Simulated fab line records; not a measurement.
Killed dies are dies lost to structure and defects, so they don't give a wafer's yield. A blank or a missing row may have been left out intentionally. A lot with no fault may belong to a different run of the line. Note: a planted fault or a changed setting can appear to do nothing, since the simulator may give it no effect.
The same fault as seen by 2 desks -- flow gf180mcu -- numbers are kept per desk, each desk with only its own; the story behind them comes last

METROLOGY DESK
What the gauges read for every lot (on any tool): the sampled wafers with a number, averaged. A lot is out of limits, marked OUT, if its mean lies more than 4 standard deviations from the usual mean; the brackets give that distance.
Columns: A = INCOMING_BOW at GF_STI_BOW_MEAS_00, usual 0 um; B = cd-nm at GF_HV_LDD_CD_MEAS_46, usual 398.9 nm; C = SALICIDE_TIN_RS at GF_SALICIDE_RS_MEAS_04, usual 16.3 ohm/sq
lot,first seen here,A,B,C
L355,day 1 10:00,-1,399.0,16.1
L356,day 1 15:02,0,399.9,16.2
L357,day 1 20:01,3,397.6,15.9
L365,day 3 12:00,0,401.6,16.4
L366,day 3 17:00,-1,400.1,16.3
L368,day 4 03:00,1,402.2,16.5
L372,day 4 23:01,-2,400.4,16.1
L373,day 5 04:01,3,395.1,16.2
L374,day 5 09:00,2,397.5,15.9
L375,day 5 14:00,4,399.9,16.3
L376,day 5 19:00,-1,401.5,16.3
L378,day 6 05:01,10,397.0,16.0
This desk's finding: nothing out of limits on any of the 12 lots.

THE TOOL OWNER'S DESK: plasma-asher-04
The tool's own readings at GF_MVSD_STRIP_10 (strips in O2/N2): means of the sampled wafers that have a number, for each lot that ran on this tool. A lot is out of limits, marked OUT, if its mean lies more than 4 standard deviations from the usual mean; the brackets give that distance.
Columns: A = drypump-motor-current-A at GF_MVSD_STRIP_10, usual 5.5 A; B = heater-power-w at GF_MVSD_STRIP_10, usual 339 W; C = oes-product-au at GF_MVSD_STRIP_10, usual 0.723 a.u.; D = strip-time-to-endpoint-s at GF_MVSD_STRIP_10, usual 37.01 s
lot,first seen here,A,B,C,D
L365,day 7 04:38,5.6,313,0.799 (+18) OUT,37.08
L366,day 7 12:07,5.3,312,0.794 (+17) OUT,36.88
L378,day 10 02:13,5.2,308,0.725,37.06
This desk finds L365, L366 out of limits, L365 being first, at day 7 04:38 (oes-product-au at GF_MVSD_STRIP_10). L378 stayed within limits.

TAKEN TOGETHER
An alarm could have come from the tool owner's desk at day 7 04:38, on L365, L366.
Nothing out of limits was seen by the metrology desk.
The metrology desk has L365, L366 on record, within its limits.
Every lot named ran GF_MVSD_STRIP_10 on plasma-asher-04.

WHAT THE SIMULATOR PUT IN
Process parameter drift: plasma-asher-04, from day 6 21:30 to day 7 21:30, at GF_MVSD_STRIP_10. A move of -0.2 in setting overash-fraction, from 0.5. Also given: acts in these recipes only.
Struck lots among those shown: L365, L366.
Time in hours from fault onset to the first out-of-limits reading at each desk: the tool owner's desk, 7.
